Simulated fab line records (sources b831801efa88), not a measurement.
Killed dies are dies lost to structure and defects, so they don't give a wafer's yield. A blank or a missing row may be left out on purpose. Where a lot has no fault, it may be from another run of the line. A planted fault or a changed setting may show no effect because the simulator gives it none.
Which tool did it? || flow gf180mcu || 39 wafers sampled from 13 lots at 1 step of a route of 602

== WHAT THE GAUGES SHOWED, per wafer ==
GF_CONTACT_THK_MEAS_26: measures by xrf. Usual: for CONTACT_W_THK the level is 289 nm and the standard deviation is 5.3.
{"lot": "L435", "measured": "day 16 03:23", "on": "film metro-03", "CONTACT_W_THK (nm)": "285 287 287", "flag": ""}
{"lot": "L437", "measured": "day 17 01:50", "on": "film metro-03", "CONTACT_W_THK (nm)": "285 283 285", "flag": ""}
{"lot": "L438", "measured": "day 17 13:55", "on": "film metro-01", "CONTACT_W_THK (nm)": "292 287 288", "flag": ""}
{"lot": "L440", "measured": "day 18 10:47", "on": "film metro-04", "CONTACT_W_THK (nm)": "295 288 289", "flag": ""}
{"lot": "L441", "measured": "day 18 15:16", "on": "film metro-01", "CONTACT_W_THK (nm)": "299 295 298", "flag": ""}
{"lot": "L442", "measured": "day 19 13:13", "on": "film metro-03", "CONTACT_W_THK (nm)": "284 282 282", "flag": ""}
{"lot": "L443", "measured": "day 19 20:46", "on": "film metro-03", "CONTACT_W_THK (nm)": "281 287 283", "flag": ""}
{"lot": "L444", "measured": "day 19 21:14", "on": "film metro-04", "CONTACT_W_THK (nm)": "296 291 298", "flag": ""}
{"lot": "L445", "measured": "day 20 05:40", "on": "film metro-03", "CONTACT_W_THK (nm)": "290 287 289", "flag": ""}
{"lot": "L452", "measured": "day 22 15:53", "on": "film metro-03", "CONTACT_W_THK (nm)": "286 286 289", "flag": ""}
{"lot": "L453", "measured": "day 23 05:04", "on": "film metro-01", "CONTACT_W_THK (nm)": "297 294 294", "flag": ""}
{"lot": "L454", "measured": "day 23 09:26", "on": "film metro-04", "CONTACT_W_THK (nm)": "292 286 289", "flag": ""}
{"lot": "L455", "measured": "day 23 16:04", "on": "film metro-01", "CONTACT_W_THK (nm)": "294 292 298", "flag": ""}

== WHAT TOOL EACH LOT RAN ON (gives the tool, then ch and the chambers of the sampled wafers, and finally the start) ==
Before these readings, the record contains no process step.

== AS READ BY THE TOOLS THEMSELVES (means over the sampled wafers that have a number; for cases with no such wafer, the mark the record gives instead) ==
The record holds no such reading with a usual standard deviation.

== THE ANSWER, worked out from the rows above alone ==
Rule: lot off if the mean of its wafers having a number is beyond 3 standard deviations from the usual mean. Also off: a lot with no number at a reading for which 4 or more lots have one. Any other lot the step has rows for is counted as sound. The gauges are gone through in route order, then the tools' own readings, and for those a lot's mean is taken as printed above. At the first step where some lot is off, the reading lying furthest off is the one used; lots without a number count as furthest.
Nothing can be told from this: no lot is off at any reading shown.

== WHAT WAS PUT IN BY THE SIMULATOR ==
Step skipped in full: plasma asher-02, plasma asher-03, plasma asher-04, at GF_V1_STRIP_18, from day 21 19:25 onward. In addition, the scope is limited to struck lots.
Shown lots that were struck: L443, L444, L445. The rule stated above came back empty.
